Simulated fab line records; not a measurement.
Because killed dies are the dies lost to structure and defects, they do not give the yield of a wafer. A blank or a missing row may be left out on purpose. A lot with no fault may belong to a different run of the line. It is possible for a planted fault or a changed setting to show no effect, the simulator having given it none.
A lot that was struck, set against a sound lot ; flow sky130 ; 37 steps out of a route of 708
Sound: these wafers, L432.1, L432.2, L432.3. Wafers struck: L430.1, L430.4, L430.6. The cause is named last.
Per side, at each step with rows, come the tool, then ch with its chambers, and then its first start. Under that, the readings that differ: sound wafers ; struck wafers ; difference of the means ; sigmas: that difference in standard deviations of wafers without a fault.
alike: a reading whose means differ by less than 2 such deviations, as well as words and numbers matching on both sides. not compared: withheld readings; readings where some wafer has no value; bounds like >300 that might hide an equal value; numbers whose values overlap and for which the record gives no deviation.
A row with sigmas, a row that says differs or no value, or rows on one side alone: a step with any of these is where the two part. Numbers that don't overlap but have no deviation are shown without sigmas and don't part them. A reading that every wafer of one side lacks parts them only if that side has two wafers or more.

first, 10 steps without rows for these wafers: SKY_DNWELL_DEVELOP_06 (develop time 60 s); SKY_DNWELL_IMPLANT_07; SKY_DNWELL_STRIP_08 (strips in O2/N2); SKY_PWDE_DEHYDRATE_00 (time 60 s); SKY_PWDE_HMDS_01 (prime time 60 s); SKY_PWDE_COAT_02 (resist thk 3000 nm); SKY_PWDE_SOFTBAKE_03; SKY_PWDE_EXPOSE_04 (exposes mask PWDEM, target cd 840 nm); SKY_PWDE_PEB_05; SKY_PWDE_DEVELOP_06 (develop time 60 s).
SKY_PWDE_IMPLANT_08:
  sound on implanter-03 ch 0, day 8 04:11; struck on implanter-02 ch 0, day 7 17:31
then, 1 step without rows for these wafers: SKY_PWDE_STRIP_09 (strips in O2/N2).
SKY_PWDE_TW_MEAS_10:
  sound: filmMetro-03 at day 8 04:26; struck: filmMetro-03 at day 7 17:46
reading;sound;struck;difference;sigmas
PWDE_TW;371.0 371.7 368.1;458.3 456.5 456.9;+87.0;+48
then, 22 steps without rows for these wafers: SKY_NWELL_DEHYDRATE_03 (time 60 s); SKY_NWELL_HMDS_04 (prime time 60 s); SKY_NWELL_COAT_05 (resist thk 3000 nm); SKY_NWELL_SOFTBAKE_06; SKY_NWELL_EXPOSE_07 (exposes mask NWM, target cd 840 nm); SKY_NWELL_PEB_08; SKY_NWELL_DEVELOP_09 (develop time 60 s); SKY_NWELL_IMPLANT_11; SKY_NWELL_IMPLANT_12; SKY_NWELL_IMPLANT_13; SKY_NWELL_STRIP_14 (strips in O2/N2); SKY_NWELL_DEHYDRATE_16 (time 60 s); SKY_NWELL_HMDS_17 (prime time 60 s); SKY_NWELL_COAT_18 (resist thk 3000 nm); SKY_NWELL_SOFTBAKE_19; SKY_NWELL_EXPOSE_20 (exposes mask NWM COMPLEMENT, target cd 840 nm); SKY_NWELL_PEB_21; SKY_NWELL_DEVELOP_22 (develop time 60 s); SKY_NWELL_IMPLANT_24; SKY_NWELL_STRIP_25 (strips in O2/N2); SKY_NWELL_CLEAN_27 (cleans in SC1/SC2, time 150 s); SKY_NWELL_RTA_28 (time 30 s).
SKY_NWELL_RS_MEAS_31: the measuring method here is four-point-probe.
  sound: filmMetro-03 at day 10 00:38; struck: filmMetro-01 at day 9 13:05
reading;sound;struck;difference;sigmas
PWDE_RS (ohm/sq);5247 5284 5254;3126 3119 3131;-2136;-99 or more
-- the record jumps here: 40 days lie between the struck wafers' starts before and after (it left off in module NWELL and takes up again in module PAD_OPEN, whose first step shown is number 708 of the route) --
SKY_PAD_OPEN_PROBE_99:
  sound: prober-02 at day 50 03:29; struck: prober-02 at day 49 20:50
reading;sound;struck;difference;sigmas
model.etest.res_p_drift_20v.lineOhmUm;1.291e+04 1.291e+04 1.295e+04;6027 5944 6156;-6881;
model.etest.res_p_drift_20v.rsOhmSq;1.082e+04 1.087e+04 1.087e+04;5143 5038 5223;-5719;
model.etest.resPwdeUnderGate.rsOhmSq;6235 6228 6266;3324 3351 3352;-2901;
  alike: killed_at_M0_to_M3, killed_at_M4_up, killedAtContacts, killedAtFrontEnd, killedAtOther, killedDies, killedOpen, killedShort

## WHERE THEY PART
First at SKY_PWDE_TW_MEAS_10; last, within this record, at SKY_NWELL_RS_MEAS_31. Later steps at which nothing parts them and some readings are alike: SKY_PAD_OPEN_PROBE_99.

WHY: whatever the simulator had introduced
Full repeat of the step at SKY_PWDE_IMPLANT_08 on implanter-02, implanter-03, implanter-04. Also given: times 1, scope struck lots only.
